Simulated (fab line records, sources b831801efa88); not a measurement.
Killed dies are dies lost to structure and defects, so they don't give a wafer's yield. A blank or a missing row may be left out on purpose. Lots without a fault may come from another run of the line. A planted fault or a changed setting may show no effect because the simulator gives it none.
fab line records | flow sfq_line
record lots=6 wafers=18 last_day=92
route steps=325 shown M5@198 A5B@209
lots that met no fault: from a run of the same line without faults
start_h: hours from the record's first day to the start of the lot's first wafer shown | wait_h: hours since the lot's step before | " the same as in the row above | L1.1+2: a row that stands for several wafers | - no value, or no start given | * or withheld: withheld | < > ~ a bound
route shown NAME@n: a module of which the file shows steps, and the number in the route of the first | usual: mean/standard deviation of fault-free wafers | same: alike in all rows | chamber/n: place in a boat | sites: the reading at each site | _std_site: their standard deviation | _edge_site: outer sites' mean less inner sites' | radius_mm: how far each site lies from the wafer's centre | mask NAME#n: copy n | behind: the tool/chamber that last shaped the wafer | hold: why the lot was held/for how many hours/how that ended | device: the transistor (n, p or np) that didn't switch | end of line: the same wafers' tests at the end of the route | a step without rows: its recipe alone | killed: dies lost to structure and defects at the first sort, not the wafer's yield | map: a wafer's dies, x killed, . not, _ none there
set.NAME: the setting as run; set.NAME@STEP: as run at that earlier step | model.NAME: the simulator's own value behind a step, which no gauge read
lots at some steps of the route; a table a step, a row a wafer
services: from which hour (start_h, from the record's first day; less than 0 if before it) a tool's chamber was out of use, for how many hours, and why
## steps
# step SFQ_TRILAYER_M5_LITHO_COAT_128
# recipe resist=BARC spin_rpm=3000 resist_thk_nm=62
# step SFQ_TRILAYER_M5_LITHO_COAT_123
# recipe resist=KrF spin_rpm=3000 resist_thk_nm=600
# step SFQ_TRILAYER_M5_LITHO_SOFTBAKE_127
# recipe temp_c=withheld time_s=withheld resist=KrF
# step SFQ_TRILAYER_M5_LITHO_EXPOSE_124
# recipe mask_id=M5 na=0.6 source_shape=conventional sigma_outer=0.65 target_cd_nm=700 dose_mj=14.4
# step SFQ_TRILAYER_M5_LITHO_PEB_126
# recipe peb_temp_c=115 peb_time_s=60 resist=KrF
# step SFQ_TRILAYER_M5_LITHO_DEVELOP_125
# recipe time_s=60 resist=KrF
# step SFQ_M5_OVL_MEAS_932
# usual M5_OVL=1/5.1
# columns lot.wafer tool chamber start_h wait_h M5_OVL[nm]
L359.3 overlay-01 - 1415.08 0.1 -1
L359.5 " - " " 1
L359.6 " - " " -2
L361.3 overlay-01 - 1442.91 0.1 4
L361.5 " - " " -2
L361.6 " - " " -5
L366.1 overlay-01 - 1566.09 0.1 5
L366.3 " - " " 4
L366.6 " - " " -4
L370.2 overlay-02 - 1683.40 0.1 4
L370.5 " - " " 5
L370.6 " - " " 6
L371.1 overlay-02 - 1685.79 0.1 -2
L371.3 " - " " -5
L371.5 " - " " -2
L379.2 overlay-02 - 1787.05 0.1 0
L379.3 " - " " 3
L379.4 " - " " -2
# step SFQ_TRILAYER_M5_BARC_OPEN_METAL_ETCH_161
# recipe mask_material=PR chemistry=O2 target_depth_nm=125 target=BARC icp_w=600 bias_w=80 pressure_mtorr=10 time_s=41.7
# usual drypump_motor_current_A=5.9/0.4 oes_product_au=0.685/0.0045
# columns lot.wafer tool chamber start_h wait_h drypump_motor_current_A oes_product_au rf_hours_counter_h
L359.3 rie_metal-03 0 1415.13 0.0 5.9 0.685 -
L359.5 " 1 " " 6.4 0.684 -
L359.6 " 0 " " 6.0 0.688 -
L361.3 rie_metal-03 0 1442.96 0.0 6.0 0.684 -
L361.5 " 1 " " 6.4 0.689 -
L361.6 " 0 " " 6.0 0.689 -
L366.1 rie_metal-02 0 1566.12 0.0 5.0 0.685 27
L366.3 " 1 " " 5.4 0.680 -
L366.6 " 1 " " 5.4 0.687 -
L370.2 rie_metal-03 0 1683.43 0.0 6.0 0.686 121
L370.5 " 0 " " 6.0 0.689 -
L370.6 " 1 " " 6.4 0.688 -
L371.1 rie_metal-02 1 1685.83 0.0 5.4 0.688 20
L371.3 " 0 " " 5.1 0.685 -
L371.5 " 1 " " 5.4 0.691 -
L379.2 rie_metal-01 0 1787.08 0.0 6.1 0.685 76
L379.3 " 0 " " 6.1 0.682 -
L379.4 " 1 " " 6.0 0.680 -
# step SFQ_TRILAYER_M5_ETCH_METAL_ETCH_126
# recipe target=Nb stop_on=SiO2 mask_material=PR over_etch_frac=0.15 time_s=203.2 chemistry=Cl2/BCl3 target_depth_nm=265 icp_w=600 bias_w=80 pressure_mtorr=10
# usual drypump_motor_current_A=5.9/0.4 oes_product_au=0.727/0.0055
# columns lot.wafer tool chamber start_h wait_h drypump_motor_current_A oes_product_au rf_hours_counter_h
L359.3 rie_metal-03 0 1415.23 0.1 6.0 0.720 -
L359.5 " 1 " " 6.4 0.728 -
L359.6 " 0 " " 6.0 0.732 -
L361.3 rie_metal-03 0 1443.06 0.1 6.0 0.736 -
L361.5 " 1 " " 6.4 0.738 -
L361.6 " 0 " " 6.0 0.733 -
L366.1 rie_metal-02 0 1566.18 0.0 5.0 0.727 27
L366.3 " 1 " " 5.4 0.726 -
L366.6 " 1 " " 5.4 0.728 -
L370.2 rie_metal-03 0 1683.49 0.0 5.9 0.732 121
L370.5 " 0 " " 6.0 0.734 -
L370.6 " 1 " " 6.4 0.730 -
L371.1 rie_metal-02 1 1685.89 0.0 5.4 0.723 20
L371.3 " 0 " " 5.0 0.727 -
L371.5 " 1 " " 5.4 0.735 -
L379.2 rie_metal-01 0 1787.14 0.0 6.1 0.726 76
L379.3 " 0 " " 6.1 0.729 -
L379.4 " 1 " " 6.0 0.722 -
# step SFQ_TRILAYER_M5_STRIP_STRIP_127
# recipe gas=O2 power_w=200 platen_temp_c=40 overash_fraction=0.65 chemistry=O2 pressure_mtorr=50
# usual drypump_motor_current_A=5.9/0.4 oes_product_au=1.004/0.0086
# columns lot.wafer tool chamber start_h wait_h drypump_motor_current_A oes_product_au rf_hours_counter_h
L359.3 rie_metal-03 0 1415.56 0.3 6.0 1.008 -
L359.5 " 1 " " 6.4 1.020 -
L359.6 " 0 " " 6.0 0.991 -
L361.3 rie_metal-03 0 1443.39 0.3 6.0 1.002 -
L361.5 " 1 " " 6.4 1.010 -
L361.6 " 0 " " 6.0 1.000 -
L366.1 rie_metal-02 0 1566.38 0.1 5.1 0.998 27
L366.3 " 1 " " 5.4 0.992 -
L366.6 " 1 " " 5.4 0.995 -
L370.2 rie_metal-03 0 1683.68 0.1 6.0 1.011 121
L370.5 " 0 " " 6.0 1.004 -
L370.6 " 1 " " 6.4 1.008 -
L371.1 rie_metal-02 1 1686.08 0.1 5.4 0.987 20
L371.3 " 0 " " 5.1 0.994 -
L371.5 " 1 " " 5.4 0.992 -
L379.2 rie_metal-01 0 1787.33 0.1 6.1 1.004 77
L379.3 " 0 " " 6.1 1.000 -
L379.4 " 1 " " 6.0 1.008 -
# step SFQ_TRILAYER_M5_STRIP_SOLV_CLEAN_128
# recipe chemistry=NMP temp_c=70 time_s=600
# step SFQ_TRILAYER_A5B_DEP_PECVD_129
# recipe material=SiO2 temp_c=150 time_s=133.33 pressure_torr=2.4 rf_w=183.3 precursor=SiH4/N2O target_thk_nm=600
# usual chamber_pressure_Torr=2.399/0.0055 heater_power_w=83/9.2 throttle_valve_pct=23.9/1.4
# columns lot.wafer tool chamber start_h wait_h chamber_pressure_Torr heater_power_w throttle_valve_pct
L359.3 pecvd-03 1 1416.14 0.0 2.403 98 28.1
L359.5 " 0 " " 2.403 77 23.6
L359.6 " 2 " " 2.397 95 26.3
L361.3 pecvd-02 2 1443.97 0.0 2.393 81 23.6
L361.5 " 0 " " 2.401 90 24.3
L361.6 " 1 " " 2.399 90 21.9
L366.1 pecvd-03 2 1567.15 0.0 2.402 89 25.9
L366.3 " 0 " " 2.398 81 23.8
L366.6 " 2 " " 2.401 93 26.1
L370.2 pecvd-02 2 1684.46 0.0 2.397 84 24.0
L370.5 " 2 " " 2.391 67 24.1
L370.6 " 0 " " 2.393 95 24.7
L371.1 pecvd-01 2 1686.86 0.0 2.405 84 23.3
L371.3 " 0 " " 2.410 72 24.2
L371.5 " 2 " " 2.404 87 23.0
L379.2 pecvd-02 1 1788.11 0.0 2.403 86 22.8
L379.3 " 0 " " 2.393 86 24.7
L379.4 " 2 " " 2.391 80 24.2
# step SFQ_TRILAYER_A5B_CMP_CMP_130
# recipe stop_on=Nb down_force_psi=3 platen_rpm=60 target_thk_nm=340.7
# usual head_pressure_psi=3.000/0.007 motor_current_A=9.8/0.93
# columns lot.wafer tool chamber start_h wait_h head_pressure_psi motor_current_A
L359.3 cmp-01 3 1416.23 0.0 3.000 11.3
L359.5 " 3 1418.23 2.0 3.003 11.7
L359.6 " 0 " " 2.987 8.2
L361.3 cmp-01 1 1447.74 3.7 2.998 10.5
L361.6 " 2 " " 3.000 9.9
L361.5 " 3 " " 2.987 11.5
L366.1 cmp-02 2 1570.88 3.7 3.010 10.4
L366.3 " 3 " " 2.995 9.7
L366.6 " 1 1572.38 5.1 3.004 8.4
L370.2 cmp-02 2 1689.15 4.6 2.994 10.7
L370.5 " 0 1690.15 5.6 3.003 10.5
L370.6 " 1 " " 3.113 8.6
L371.3 cmp-02 2 1691.15 4.2 2.991 10.6
L371.1 " 1 1692.65 5.7 3.115 8.5
L371.5 " 3 1693.65 6.7 3.005 10.0
L379.2 cmp-01 1 1788.20 0.0 2.997 10.5
L379.4 " 2 " " 3.003 10.5
L379.3 " 0 1789.70 1.5 2.999 8.4
# step SFQ_TRILAYER_A5B_METRO_MEASURE_131
# usual thk_nm=340/6.1
# columns lot.wafer tool chamber start_h wait_h thk_nm
L359.3 film_metro-04 - 1419.63 2.9 338
L359.5 " - " " 337
L359.6 " - " " 343
L361.3 film_metro-02 - 1449.64 1.4 341
L361.5 " - " " 339
L361.6 " - " " 336
L366.1 film_metro-04 - 1573.38 2.0 343
L366.3 " - " " 342
L366.6 " - " " 350
L370.2 film_metro-01 - 1691.35 1.7 343
L370.5 " - " " 342
L370.6 " - " " 354
L371.1 film_metro-01 - 1694.15 1.0 350
L371.3 " - " " 345
L371.5 " - " " 335
L379.2 film_metro-01 - 1791.40 2.7 334
L379.3 " - " " 340
L379.4 " - " " 336
## services
# columns tool chamber start_h hours kind
film_metro-01 - 1395.10 59.3 pm
rie_metal-01 - 1418.48 0.2 repair
cmp-02 - 1433.54 4.0 pm
cmp-01 - 1451.01 1.4 repair
rie_metal-02 - 1465.53 1.3 repair
film_metro-01 - 1486.04 1.0 pm
rie_metal-01 1 1492.30 3.0 repair
cmp-02 - 1511.31 1.9 repair
cmp-02 - 1523.01 1.9 repair
cmp-02 - 1524.89 4.7 pm
cmp-01 - 1529.01 5.9 repair
film_metro-01 - 1534.79 0.5 pm
cmp-02 - 1535.54 4.8 pm
film_metro-01 - 1545.34 1.2 pm
cmp-01 - 1583.69 5.3 repair
cmp-01 - 1586.61 2.9 repair
cmp-01 - 1598.83 4.0 pm
cmp-02 - 1606.71 2.6 repair
rie_metal-01 - 1617.52 2.6 repair
rie_metal-02 0 1644.65 6.6 repair
cmp-01 - 1668.87 4.6 pm
cmp-01 - 1682.33 2.2 repair
cmp-01 - 1687.91 1.4 repair
rie_metal-02 0 1748.95 9.8 repair
## key
first_sign step=SFQ_TRILAYER_A5B_CMP_CMP_130 reading=head_pressure_psi direction=up sigmas=16 usual=3.000 struck=3.114
effect none on later readings
met_at SFQ_TRILAYER_A5B_CMP_CMP_130
struck_wafers L370.6,L371.1
onset_between 1570.88 1689.15
fault kind=process_parameter_drift tool=cmp-02 chamber=1 onset_h=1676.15 steps=SFQ_TRILAYER_A5B_CMP_CMP_130 channel=down_force_psi offset=0.12085 shape=step end_h=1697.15 acts_in=these_recipes_only stated=3
